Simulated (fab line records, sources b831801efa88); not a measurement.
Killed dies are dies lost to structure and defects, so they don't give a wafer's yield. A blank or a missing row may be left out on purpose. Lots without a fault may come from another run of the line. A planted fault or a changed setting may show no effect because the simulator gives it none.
fab line records | flow sky130 | part 1 of 2: steps 1 to 27 of 40
record lots=5 wafers=15 last_day=50
route steps=708 shown FIELD_ISO@20 NWELL@32 DNWELL@35 PWDE@45
lots that met no fault: from a run of the same line without faults
start_h: hours from the record's first day to the start of the lot's first wafer shown | wait_h: hours since the lot's step before | " the same as in the row above | L1.1+2: a row that stands for several wafers | - no value, or no start given | * or withheld: withheld | < > ~ a bound
route shown NAME@n: a module of which the file shows steps, and the number in the route of the first | usual: mean/standard deviation of fault-free wafers | same: alike in all rows | chamber/n: place in a boat | sites: the reading at each site | _std_site: their standard deviation | _edge_site: outer sites' mean less inner sites' | radius_mm: how far each site lies from the wafer's centre | mask NAME#n: copy n | behind: the tool/chamber that last shaped the wafer | hold: why the lot was held/for how many hours/how that ended | device: the transistor (n, p or np) that didn't switch | end of line: the same wafers' tests at the end of the route | a step without rows: its recipe alone | killed: dies lost to structure and defects at the first sort, not the wafer's yield | map: a wafer's dies, x killed, . not, _ none there
set.NAME: the setting as run; set.NAME@STEP: as run at that earlier step | model.NAME: the simulator's own value behind a step, which no gauge read
lots at some steps of the route; a table a step, a row a wafer
services: from which hour (start_h, from the record's first day; less than 0 if before it) a tool's chamber was out of use, for how many hours, and why
## steps
# step SKY_FIELD_ISO_CLEAN_19
# recipe chemistry=SC1/SC2 mix=1:4:20 temp_c=70 time_s=150
# usual bath_heat_duty_pct=13.8/1.4
# columns lot.wafer tool chamber start_h wait_h bath_heat_duty_pct
L076.1 wet_bench-03 3 40.42 0.0 14.2
L076.3 " 3 " " 12.0
L076.5 " 3 " " 13.0
L081.3 wet_bench-04 0 65.93 0.0 12.5
L081.4 " 0 " " 14.2
L081.6 " 0 " " 13.7
L087.1 wet_bench-04 0 98.52 0.0 14.2
L087.2 " 0 " " 12.9
L087.5 " 0 " " 13.4
L094.2 wet_bench-03 0 134.53 0.0 15.9
L094.4 " 0 " " 15.7
L094.5 " 0 " " 16.4
L096.4 wet_bench-01 3 142.45 0.0 14.4
L096.5 " 3 " " 14.7
L096.6 " 3 " " 14.5
# step SKY_FIELD_ISO_CLEAN_20
# recipe chemistry=dHF time_s=20 dilution=100:1
# columns lot.wafer tool chamber start_h wait_h
L076.1+3+5 wet_bench-04 0 40.47 0.0
L081.3+4+6 wet_bench-03 0 65.98 0.0
L087.1+2+5 wet_bench-03 3 98.57 0.0
L094.2+4+5 wet_bench-01 3 134.58 0.0
L096.4+5+6 wet_bench-03 0 142.50 0.0
# step SKY_FIELD_ISO_WET_ETCH_21
# recipe chemistry=dHF dilution=100:1 target_depth_nm=20 dry=ipa_marangoni target=SiO2 temp_c=25 time_s=400
# usual bath_heat_duty_pct=6.3/0.78
# columns lot.wafer tool chamber start_h wait_h bath_heat_duty_pct
L076.1 wet_bench-01 3 40.48 0.0 6.3
L076.3 " 3 " " 5.3
L076.5 " 3 " " 5.6
L081.3 wet_bench-01 2 66.00 0.0 5.5
L081.4 " 2 " " 5.4
L081.6 " 2 " " 5.1
L087.1 wet_bench-04 2 98.59 0.0 5.2
L087.2 " 2 " " 5.9
L087.5 " 2 " " 6.3
L094.2 wet_bench-03 1 134.60 0.0 7.1
L094.4 " 1 " " 7.0
L094.5 " 1 " " 7.8
L096.4 wet_bench-04 2 142.52 0.0 6.7
L096.5 " 2 " " 6.2
L096.6 " 2 " " 6.0
# step SKY_FIELD_ISO_OXIDATION_22
# recipe temp_c=950 ambient=O2 stabilise_s=600 purge_s=300 target_thk_a=100 ox_time_s=623
# usual spike_tc_bottom_C=970.5/1.7 zone_power_lower_pct=18.3/0.92
# columns lot.wafer tool chamber start_h wait_h spike_tc_bottom_C zone_power_lower_pct
L076.1 furnace-02 0 40.60 0.0 971.7 18.9
L076.3 " 0 " " 970.1 19.2
L076.5 " 0 " " 971.8 18.6
L081.3 furnace-02 0 67.99 1.9 970.8 19.1
L081.4 " 0 " " 972.7 18.8
L081.6 " 0 " " 970.9 18.8
L087.1 furnace-01 0 99.26 0.6 969.3 17.0
L087.2 " 0 " " 968.1 17.0
L087.5 " 0 " " 966.8 17.0
L094.2 furnace-01 0 134.72 0.0 968.8 17.0
L094.4 " 0 " " 969.4 17.1
L094.5 " 0 " " 967.6 17.1
L096.4 furnace-02 0 144.09 1.5 971.3 19.2
L096.5 " 0 " " 970.0 18.9
L096.6 " 0 " " 971.1 19.0
# step SKY_FIELD_ISO_THK_MEAS_23
# recipe reads=SiO2_of_FIELD_ISO_OXIDATION_22
# usual FIELD_ISO_OXIDATION_01_THK=10.07/0.16
# columns lot.wafer tool chamber start_h wait_h FIELD_ISO_OXIDATION_01_THK[nm]
L076.1 film_metro-02 - 41.78 0.0 9.97
L076.3 " - " " 9.74
L076.5 " - " " 9.88
L081.3 film_metro-03 - 69.18 0.0 10.19
L081.4 " - " " 10.28
L081.6 " - " " 10.26
L087.1 film_metro-04 - 100.44 0.0 10.25
L087.2 " - " " 10.28
L087.5 " - " " 10.15
L094.2 film_metro-03 - 135.90 0.0 10.11
L094.4 " - " " 10.11
L094.5 " - " " 9.95
L096.4 film_metro-02 - 145.30 0.0 10.11
L096.5 " - " " 10.07
L096.6 " - " " 10.16
# step SKY_FIELD_ISO_CVD_24
# recipe material=SiO2 target_thk_nm=595 temp_c=650 sigma_open_frac=0.3 time_s=99.2 sih4_flow_sccm=60 pressure_mtorr=6
# usual pressure_mtorr=6.000/0.012
# columns lot.wafer tool chamber start_h wait_h pressure_mtorr
L076.1 hdpcvd-01 2 41.84 0.1 5.978
L076.3 " 0 " " 6.010
L076.5 " 2 " " 5.985
L081.3 hdpcvd-01 2 69.22 0.0 5.980
L081.4 " 2 " " 5.996
L081.6 " 0 " " 5.997
L087.1 hdpcvd-02 1 100.50 0.1 5.984
L087.2 " 2 " " 5.989
L087.5 " 1 " " 5.991
L094.2 hdpcvd-01 2 135.95 0.0 6.026
L094.4 " 1 " " 6.003
L094.5 " 2 " " 6.004
L096.4 hdpcvd-01 0 145.36 0.1 6.001
L096.5 " 2 " " 6.002
L096.6 " 1 " " 5.989
# step SKY_FIELD_ISO_THK_MEAS_25
# recipe reads=SiO2_of_FIELD_ISO_CVD_24
# usual FIELD_ISO_CVD_24_THK=595/5.8
# columns lot.wafer tool chamber start_h wait_h FIELD_ISO_CVD_24_THK[nm]
L076.1 film_metro-03 - 41.91 0.0 597
L076.3 " - " " 593
L076.5 " - " " 592
L081.3 film_metro-04 - 69.31 0.1 595
L081.4 " - " " 591
L081.6 " - " " 591
L087.1 film_metro-02 - 100.57 0.0 594
L087.2 " - " " 584
L087.5 " - " " 596
L094.2 film_metro-03 - 136.03 0.0 598
L094.4 " - " " 593
L094.5 " - " " 592
L096.4 film_metro-04 - 145.43 0.0 603
L096.5 " - " " 597
L096.6 " - " " 599
# step SKY_FIELD_ISO_ANNEAL_26
# recipe temp_c=1000 time_s=1800 ambient=N2
# usual spike_tc_bottom_C=1020.1/1.9 zone_power_lower_pct=20.2/1.1
# columns lot.wafer tool chamber start_h wait_h spike_tc_bottom_C zone_power_lower_pct
L076.1 furnace-01 0 43.13 1.2 1016.7 19.2
L076.3 " 0 " " 1019.7 19.0
L076.5 " 0 " " 1017.6 19.1
L081.3 furnace-01 0 70.44 1.1 1017.5 19.1
L081.4 " 0 " " 1015.2 18.9
L081.6 " 0 " " 1019.3 19.6
L087.1 furnace-01 0 101.83 1.3 1018.4 19.3
L087.2 " 0 " " 1018.4 19.0
L087.5 " 0 " " 1019.2 19.0
L094.2 furnace-02 0 136.82 0.8 1022.5 21.0
L094.4 " 0 " " 1020.2 21.5
L094.5 " 0 " " 1019.9 21.6
L096.4 furnace-02 0 148.17 2.7 1022.6 21.3
L096.5 " 0 " " 1021.8 21.4
L096.6 " 0 " " 1019.9 21.1
# step SKY_FIELD_ISO_CMP_27
# recipe stop_on=Si3N4 t_overpolish_s=16 down_force_psi=4 platen_rpm=60 target_thk_nm=457.8 pad_velocity_m_s=0.94248
# usual motor_current_A=12.2/0.99 overpolish_run_s=15.999/0.0089 retaining_ring_pressure_frac=1.000/0.0057 time_to_endpoint_s=114/4
# columns lot.wafer tool chamber start_h wait_h motor_current_A overpolish_run_s retaining_ring_pressure_frac time_to_endpoint_s
L076.1 cmp-02 1 44.63 0.0 12.0 16.004 0.994 114
L076.3 " 3 " " 11.9 15.994 0.995 116
L076.5 " 1 " " 12.1 15.990 1.009 116
L081.3 cmp-02 1 71.94 0.0 11.7 16.012 1.000 112
L081.4 " 0 " " 11.4 16.007 0.996 115
L081.6 " 2 " " 11.2 16.003 1.002 114
L087.1 cmp-02 2 103.43 0.1 10.9 16.002 1.005 114
L087.2 " 3 " " 12.2 15.986 1.016 114
L087.5 " 0 " " 11.3 15.988 1.009 115
L094.4 cmp-01 3 138.32 0.0 13.1 15.988 1.000 111
L094.2 " 0 " " 12.0 15.988 1.005 112
L094.5 " 3 " " 13.5 15.987 1.001 113
L096.4 cmp-02 0 149.77 0.1 11.1 15.993 1.000 117
L096.6 " 2 " " 10.5 16.003 1.013 123
L096.5 " 3 " " 11.8 16.004 0.993 117
# step SKY_FIELD_ISO_WET_ETCH_28
# recipe chemistry=dHF target_depth_nm=23.7 target=SiO2 dilution=10:1 temp_c=25 time_s=47
# usual bath_heat_duty_pct=6.3/0.82
# columns lot.wafer tool chamber start_h wait_h bath_heat_duty_pct
L076.1 wet_bench-03 3 44.93 0.2 6.1
L076.3 " 3 " " 6.0
L076.5 " 3 " " 5.8
L081.3 wet_bench-03 1 72.24 0.2 6.8
L081.4 " 1 " " 6.7
L081.6 " 1 " " 8.0
L087.1 wet_bench-04 1 103.63 0.1 6.4
L087.2 " 1 " " 6.3
L087.5 " 1 " " 6.8
L094.2 wet_bench-03 0 138.62 0.2 7.4
L094.4 " 0 " " 7.0
L094.5 " 0 " " 7.6
L096.4 wet_bench-01 0 149.97 0.1 6.8
L096.5 " 0 " " 6.1
L096.6 " 0 " " 7.6
# step SKY_FIELD_ISO_WET_ETCH_29
# recipe chemistry=H3PO4 target_depth_nm=160 target=Si3N4 temp_c=160 time_s=1825
# usual bath_heat_duty_pct=27.7/2.5
# columns lot.wafer tool chamber start_h wait_h bath_heat_duty_pct
L076.1 wet_bench-04 3 44.95 0.0 31.0
L076.3 " 3 " " 30.8
L076.5 " 3 " " 27.6
L081.3 wet_bench-01 1 72.26 0.0 27.8
L081.4 " 1 " " 28.1
L081.6 " 1 " " 27.5
L087.1 wet_bench-03 1 103.65 0.0 33.2
L087.2 " 1 " " 29.5
L087.5 " 1 " " 29.9
L094.2 wet_bench-04 0 138.64 0.0 28.6
L094.4 " 0 " " 28.7
L094.5 " 0 " " 26.8
L096.4 wet_bench-03 2 149.99 0.0 22.3
L096.5 " 2 " " 22.4
L096.6 " 2 " " 21.6
# step SKY_FIELD_ISO_WET_ETCH_30
# recipe chemistry=dHF target_depth_nm=25 target=SiO2 dilution=10:1 temp_c=25 time_s=50
# usual bath_heat_duty_pct=6.2/0.82
# columns lot.wafer tool chamber start_h wait_h bath_heat_duty_pct
L076.1 wet_bench-03 1 45.47 0.0 7.3
L076.3 " 1 " " 7.3
L076.5 " 1 " " 8.6
L081.3 wet_bench-03 1 72.78 0.0 6.8
L081.4 " 1 " " 7.1
L081.6 " 1 " " 6.6
L087.1 wet_bench-04 1 104.21 0.0 6.3
L087.2 " 1 " " 5.9
L087.5 " 1 " " 7.7
L094.2 wet_bench-01 2 139.16 0.0 5.1
L094.4 " 2 " " 4.6
L094.5 " 2 " " 5.3
L096.4 wet_bench-04 0 150.55 0.0 6.1
L096.5 " 0 " " 7.0
L096.6 " 0 " " 6.5
# step SKY_NWELL_CLEAN_00
# recipe chemistry=SC1/SC2 mix=1:4:20 temp_c=70 time_s=150 dry=n2_spin
# usual bath_heat_duty_pct=14.2/1.2
# columns lot.wafer tool chamber start_h wait_h bath_heat_duty_pct
L076.1 wet_bench-04 2 45.49 0.0 11.9
L076.3 " 2 " " 13.3
L076.5 " 2 " " 12.6
L081.3 wet_bench-01 1 72.80 0.0 15.5
L081.4 " 1 " " 13.8
L081.6 " 1 " " 14.4
L087.1 wet_bench-01 1 104.24 0.0 13.5
L087.2 " 1 " " 15.2
L087.5 " 1 " " 13.3
L094.2 wet_bench-03 0 139.18 0.0 15.2
L094.4 " 0 " " 14.5
L094.5 " 0 " " 15.4
L096.4 wet_bench-01 0 150.58 0.0 13.9
L096.5 " 0 " " 17.0
L096.6 " 0 " " 15.3
# step SKY_NWELL_OXIDATION_01
# recipe temp_c=900 ambient=O2 stabilise_s=600 purge_s=300 target_thk_a=100 ox_time_s=1418
# usual spike_tc_bottom_C=919.9/1.8 zone_power_lower_pct=15.8/0.85
# columns lot.wafer tool chamber start_h wait_h spike_tc_bottom_C zone_power_lower_pct
L076.1 furnace-01 0 46.49 1.0 917.9 15.1
L076.3 " 0 " " 919.1 15.0
L076.5 " 0 " " 918.1 15.2
L081.3 furnace-01 0 73.44 0.6 916.8 15.2
L081.4 " 0 " " 916.8 15.2
L081.6 " 0 " " 918.2 15.2
L087.1 furnace-01 0 105.85 1.6 919.4 15.2
L087.2 " 0 " " 919.4 15.0
L087.5 " 0 " " 920.3 15.0
L094.2 furnace-02 0 139.85 0.6 922.0 16.8
L094.4 " 0 " " 920.5 16.5
L094.5 " 0 " " 922.1 17.1
L096.4 furnace-01 0 151.13 0.5 918.8 14.9
L096.5 " 0 " " 918.9 15.1
L096.6 " 0 " " 919.0 15.2
# step SKY_NWELL_THK_MEAS_02
# recipe reads=SiO2_of_NWELL_OXIDATION_01
# usual NWELL_OXIDATION_THK=10.09/0.14
# columns lot.wafer tool chamber start_h wait_h NWELL_OXIDATION_THK[nm]
L076.1 film_metro-01 - 47.89 0.0 10.10
L076.3 " - " " 10.12
L076.5 " - " " 10.06
L081.3 film_metro-02 - 74.85 0.0 10.28
L081.4 " - " " 10.22
L081.6 " - " " 10.11
L087.1 film_metro-02 - 107.24 0.0 10.14
L087.2 " - " " 10.03
L087.5 " - " " 9.82
L094.2 film_metro-03 - 141.26 0.0 10.10
L094.4 " - " " 10.10
L094.5 " - " " 9.97
L096.4 film_metro-02 - 152.55 0.0 10.07
L096.5 " - " " 9.97
L096.6 " - " " 10.04
# step SKY_DNWELL_DEHYDRATE_00
# recipe temp_c=200 time_s=60
# columns lot.wafer tool chamber start_h wait_h
L076.1+3+5 litho_track-03 0 55.19 7.3
L081.3+4+6 litho_track-04 0 83.25 8.4
L087.1+2+5 litho_track-04 0 115.90 8.6
L094.2+4+5 litho_track-03 0 149.87 8.6
L096.4+5+6 litho_track-03 0 162.07 9.5
# step SKY_DNWELL_HMDS_01
# recipe prime_time_s=60 prime_temp_c=120
# usual prime_temp_c=120.00/0.14
# same prime_time_s=60
# columns lot.wafer tool chamber start_h wait_h prime_temp_c
L076.1 litho_track-03 0 55.34 0.1 120.28
L076.3 " 0 " " 120.48
L076.5 " 0 " " 120.24
L081.3 litho_track-04 0 83.40 0.1 120.12
L081.4 " 0 " " 119.80
L081.6 " 0 " " 120.04
L087.1 litho_track-04 0 116.05 0.1 119.98
L087.2 " 0 " " 120.06
L087.5 " 0 " " 120.10
L094.2 litho_track-03 0 150.02 0.1 119.65
L094.4 " 0 " " 119.84
L094.5 " 0 " " 119.77
L096.4 litho_track-03 0 162.22 0.1 120.14
L096.5 " 0 " " 119.97
L096.6 " 0 " " 120.08
# step SKY_DNWELL_COAT_02
# recipe spin_rpm=2000 resist_thk_nm=3000
# usual dispense_pressure_kPa=52/5.7
# columns lot.wafer tool chamber start_h wait_h dispense_pressure_kPa
L076.1 litho_track-03 0 55.49 0.1 45
L076.3 " 0 " " 45
L076.5 " 0 " " 45
L081.3 litho_track-04 0 83.55 0.1 52
L081.4 " 0 " " 53
L081.6 " 0 " " 52
L087.1 litho_track-04 0 116.20 0.1 53
L087.2 " 0 " " 52
L087.5 " 0 " " 52
L094.2 litho_track-03 0 150.17 0.1 45
L094.4 " 0 " " 45
L094.5 " 0 " " 45
L096.4 litho_track-03 0 162.37 0.1 45
L096.5 " 0 " " 45
L096.6 " 0 " " 45
# step SKY_DNWELL_SOFTBAKE_03
# recipe temp_c=110 time_s=withheld
# columns lot.wafer tool chamber start_h wait_h
L076.1+3+5 litho_track-03 0 55.64 0.1
L081.3+4+6 litho_track-04 0 83.72 0.1
L087.1+2+5 litho_track-04 0 116.35 0.1
L094.2+4+5 litho_track-03 0 150.33 0.1
L096.4+5+6 litho_track-03 0 162.54 0.1
# step SKY_DNWELL_EXPOSE_04
# recipe mask_id=DNM na=0.57 target_cd_nm=3000 dose_mj=222
# columns lot.wafer tool chamber start_h wait_h mask
L076.1+3+5 iline_stepper-01 0 - - DNM#0
L081.3+4+6 iline_stepper-02 0 - - DNM#0
L087.1+2+5 iline_stepper-01 0 - - DNM#0
L094.2+4+5 iline_stepper-01 0 - - DNM#0
L096.4+5+6 iline_stepper-01 0 - - DNM#0
# step SKY_DNWELL_PEB_05
# recipe temp_c=115 time_s=withheld
# columns lot.wafer tool chamber start_h wait_h
L076.1+3+5 litho_track-03 0 - -
L081.3+4+6 litho_track-02 0 - -
L087.1+2+5 litho_track-04 0 - -
L094.2+4+5 litho_track-03 0 - -
L096.4+5+6 litho_track-03 0 - -
# step SKY_DNWELL_DEVELOP_06
# recipe wall_angle_deg=90 developer=TMAH develop_time_s=60 dev_temp_c=23
# columns lot.wafer tool chamber start_h wait_h
L076.1+3+5 litho_track-03 0 - -
L081.3+4+6 litho_track-02 0 - -
L087.1+2+5 litho_track-04 0 - -
L094.2+4+5 litho_track-03 0 - -
L096.4+5+6 litho_track-03 0 - -
# step SKY_DNWELL_IMPLANT_07
# recipe species=P energy_kev=withheld dose_cm2=withheld tilt_deg=withheld
# usual end_station_pressure_torr=5.02e-06/2.7e-07
# columns lot.wafer tool chamber start_h wait_h end_station_pressure_torr
L076.1 implanter-01 0 63.89 - 4.94e-06
L076.3 " 0 " " 4.68e-06
L076.5 " 0 " " 5.36e-06
L081.3 implanter-01 0 92.52 - 4.5e-06
L081.4 " 0 " " 4.94e-06
L081.6 " 0 " " 4.71e-06
L087.1 implanter-01 0 125.70 - 5.27e-06
L087.2 " 0 " " 4.86e-06
L087.5 " 0 " " 5.04e-06
L094.2 implanter-04 0 160.47 - 5.25e-06
L094.4 " 0 " " 5.49e-06
L094.5 " 0 " " 5.42e-06
L096.4 implanter-04 0 172.17 - 4.76e-06
L096.5 " 0 " " 4.79e-06
L096.6 " 0 " " 4.79e-06
# step SKY_DNWELL_STRIP_08
# recipe chemistry=O2/N2 power_w=1400 pressure_mtorr=1500 platen_temp_c=withheld o2_flow_sccm=3000 n2_flow_sccm=300 overash_fraction=0.5
# usual drypump_motor_current_A=5.8/0.53 oes_product_au=0.722/0.0043 strip_time_to_endpoint_s=36.88/0.11
# columns lot.wafer tool chamber start_h wait_h drypump_motor_current_A oes_product_au rf_hours_counter_h strip_time_to_endpoint_s
L076.1 plasma_asher-01 1 64.04 0.1 6.1 0.719 27 36.77
L076.3 " 1 " " 6.1 0.722 - 36.74
L076.5 " 0 " " 6.6 0.724 - 36.77
L081.3 plasma_asher-03 0 92.66 0.1 4.9 0.725 - 36.86
L081.4 " 1 " " 5.7 0.716 - 37.02
L081.6 " 1 " " 5.7 0.728 - 36.88
L087.1 plasma_asher-03 1 125.85 0.1 5.7 0.714 43 36.75
L087.2 " 0 " " 4.9 0.729 43 36.70
L087.5 " 0 " " 4.9 0.726 - 36.66
L094.2 plasma_asher-02 0 160.59 0.1 6.1 0.725 46 36.94
L094.4 " 0 " " 6.1 0.722 - 36.93
L094.5 " 1 " " 5.8 0.715 - 37.01
L096.4 plasma_asher-01 0 172.28 0.1 6.6 0.718 - 36.95
L096.5 " 1 " " 6.1 0.725 - 36.89
L096.6 " 0 " " 6.6 0.724 - 36.99
# step SKY_DNWELL_TW_MEAS_09
# usual DNWELL_TW=1124/7.3
# columns lot.wafer tool chamber start_h wait_h DNWELL_TW
L076.1 film_metro-01 - 64.14 0.1 1127
L076.3 " - " " 1128
L076.5 " - " " 1126
L081.3 film_metro-02 - 92.74 0.1 1122
L081.4 " - " " 1124
L081.6 " - " " 1126
L087.1 film_metro-02 - 125.95 0.1 1119
L087.2 " - " " 1121
L087.5 " - " " 1120
L094.2 film_metro-02 - 160.70 0.1 1130
L094.4 " - " " 1130
L094.5 " - " " 1128
L096.4 film_metro-02 - 172.37 0.1 1115
L096.5 " - " " 1113
L096.6 " - " " 1116
# step SKY_PWDE_DEHYDRATE_00
# recipe temp_c=200 time_s=60
# columns lot.wafer tool chamber start_h wait_h
L076.1+3+5 litho_track-01 0 71.40 7.2
L081.3+4+6 litho_track-04 0 100.60 7.8
L087.1+2+5 litho_track-01 0 135.00 9.0
L094.2+4+5 litho_track-01 0 169.97 9.3
L096.4+5+6 litho_track-01 0 182.72 10.3
# step SKY_PWDE_HMDS_01
# recipe prime_time_s=60 prime_temp_c=120
# usual prime_temp_c=120.02/0.13
# same prime_time_s=60
# columns lot.wafer tool chamber start_h wait_h prime_temp_c
L076.1 litho_track-01 0 71.55 0.1 119.90
L076.3 " 0 " " 119.96
L076.5 " 0 " " 120.15
L081.3 litho_track-04 0 100.75 0.1 119.89
L081.4 " 0 " " 120.00
L081.6 " 0 " " 119.90
L087.1 litho_track-01 0 135.15 0.1 120.09
L087.2 " 0 " " 119.94
L087.5 " 0 " " 120.05
L094.2 litho_track-01 0 170.12 0.1 120.23
L094.4 " 0 " " 119.82
L094.5 " 0 " " 119.81
L096.4 litho_track-01 0 182.87 0.1 119.88
L096.5 " 0 " " 119.95
L096.6 " 0 " " 119.90
